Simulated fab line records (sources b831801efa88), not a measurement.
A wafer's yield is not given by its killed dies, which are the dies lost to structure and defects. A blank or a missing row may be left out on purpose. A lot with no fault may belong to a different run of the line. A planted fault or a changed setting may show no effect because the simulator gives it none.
2 desks, one fault ; flow gf180mcu ; each desk holds nothing but its own numbers, with what lay behind them at the end

AT THE TOOL OWNER'S DESK: pvd_sputter-03
The tool's own readings at GF_V4_SPUTTER_21 (material Ti, target thk 15 nm, time 80.02 s): means of the sampled wafers that have a number, for each lot that ran on this tool. Marked OUT: a lot whose mean sits more than 4 standard deviations from the usual mean, which makes it out of limits; the brackets give that distance.
Columns: A = chamber_pressure_pa at GF_V4_SPUTTER_21, usual 4.999 Pa; B = throttle_valve_pct at GF_V4_SPUTTER_21, usual 30.1 %
lot;first seen here;A;B
L979;day 25 04:59;4.999;30.3
L981;day 25 21:17;4.992;29.7
L984;day 27 01:02;5.012;30.3
L990;day 28 16:58;4.999;29.9
L995;day 30 08:38;5.233 (+24) OUT;29.5
This desk's finding: out of limits on L995; first on L995, day 30 08:38 (chamber_pressure_pa at GF_V4_SPUTTER_21). In limits: L979, L981, L984, L990.

THE METROLOGY DESK
Lot by lot, what the gauges showed, no matter which tool ran the lot: averages of those sampled wafers that carry a number. Marked OUT: a lot whose mean sits more than 4 standard deviations from the usual mean, which makes it out of limits; the brackets give that distance.
Columns: A = cd_nm at GF_V4_CD_MEAS_14, usual 259.8 nm
lot;first seen here;A
L977;day 24 07:52;261.1
L979;day 25 04:10;259.5
L981;day 25 20:31;259.7
L982;day 26 03:25;259.7
L983;day 26 17:10;256.5
L984;day 27 00:13;259.0
L986;day 27 06:52;259.8
L987;day 27 22:26;260.6
L990;day 28 16:07;260.1
L995;day 30 07:49;258.9
L998;day 30 17:46;260.3
L999;day 31 05:14;263.2
L100;day 31 08:40;261.2
This desk's verdict: no lot among the 13 shows anything out of limits.

TAKEN TOGETHER
The tool owner's desk could have raised an alarm at day 30 08:38, on L995.
At the metrology desk, nothing out of limits was observed.
The metrology desk holds a record of L995, inside its limits.
Of the lots named, all ran GF_V4_SPUTTER_21 on pvd_sputter-03.

WHAT THE SIMULATOR HAD INSERTED
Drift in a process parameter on pvd_sputter-03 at GF_V4_SPUTTER_21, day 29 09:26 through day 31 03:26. The setting chamber_pressure_pa was moved by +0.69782, starting from 5. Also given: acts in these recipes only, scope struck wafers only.
Struck lots among those shown: L995.
Time in hours from fault onset to the first out-of-limits reading at each desk: the tool owner's desk, 23.
